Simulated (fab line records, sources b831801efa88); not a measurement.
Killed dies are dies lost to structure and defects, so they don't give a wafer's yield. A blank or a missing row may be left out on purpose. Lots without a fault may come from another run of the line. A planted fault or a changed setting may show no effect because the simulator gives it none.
Which tool did it? | flow gf180mcu | 6 lots, 18 wafers sampled, at 2 steps of a route of 602

WHAT THE GAUGES READ, wafer by wafer
GF_SALICIDE_RS_MEAS_04: measures by four-point-probe.
lot  | measured     | on            | SALICIDE_TIN_RS (ohm/sq)
L162 | day 16 21:30 | film_metro-01 | 16.00 16.14 15.83
L165 | day 17 16:37 | film_metro-01 | 16.32 16.65 16.53
L167 | day 18 04:30 | film_metro-01 | 16.41 16.44 16.50
L173 | day 20 18:24 | film_metro-01 | 28.37 27.83 27.57
L178 | day 22 07:17 | film_metro-01 | 16.60 16.24 16.50
L180 | day 22 21:57 | film_metro-02 | 16.34 16.39 16.09

WHICH TOOL RAN EACH LOT (tool, then ch and the chambers of the sampled wafers, then the start)
lot  | GF_SALICIDE_SPUTTER_03
L162 | pvd_sputter-01, day 16 21:29
L165 | pvd_sputter-02, day 17 16:32
L167 | pvd_sputter-02, day 18 04:28
L173 | pvd_sputter-02, day 20 18:22
L178 | pvd_sputter-02, day 22 07:15
L180 | pvd_sputter-01, day 22 21:54
- GF_SALICIDE_SPUTTER_03: material TiN, target thk 20 nm, time 16.7 s.

THE ANSWER, worked out from the rows above alone
Rule: what is usual is taken from the lots themselves. Put in order of their means at a reading, lots are off if they are a third of the lots or fewer, leave a main group of 4 or more, and stand apart from it by a gap of 3 or more times the standard deviation of the main group's means; of several such gaps the widest counts. A main group whose means are all the same, to the digits that the tables above print for the reading, isn't used. A lot without any number at a reading at which 4 lots or more have one is off too. The other lots that the step has rows for count as sound.
Off: L173, at GF_SALICIDE_RS_MEAS_04 (SALICIDE_TIN_RS). The main group: mean 16.33 ohm/sq, standard deviation 0.19.
A tool fits if, at a process step before that reading, it ran every lot that is off, and no sound lot after the first of them. The gauges at GF_SALICIDE_RS_MEAS_04 are tried like those tools. None of those tried fits.

WHAT THE SIMULATOR HAD PUT IN
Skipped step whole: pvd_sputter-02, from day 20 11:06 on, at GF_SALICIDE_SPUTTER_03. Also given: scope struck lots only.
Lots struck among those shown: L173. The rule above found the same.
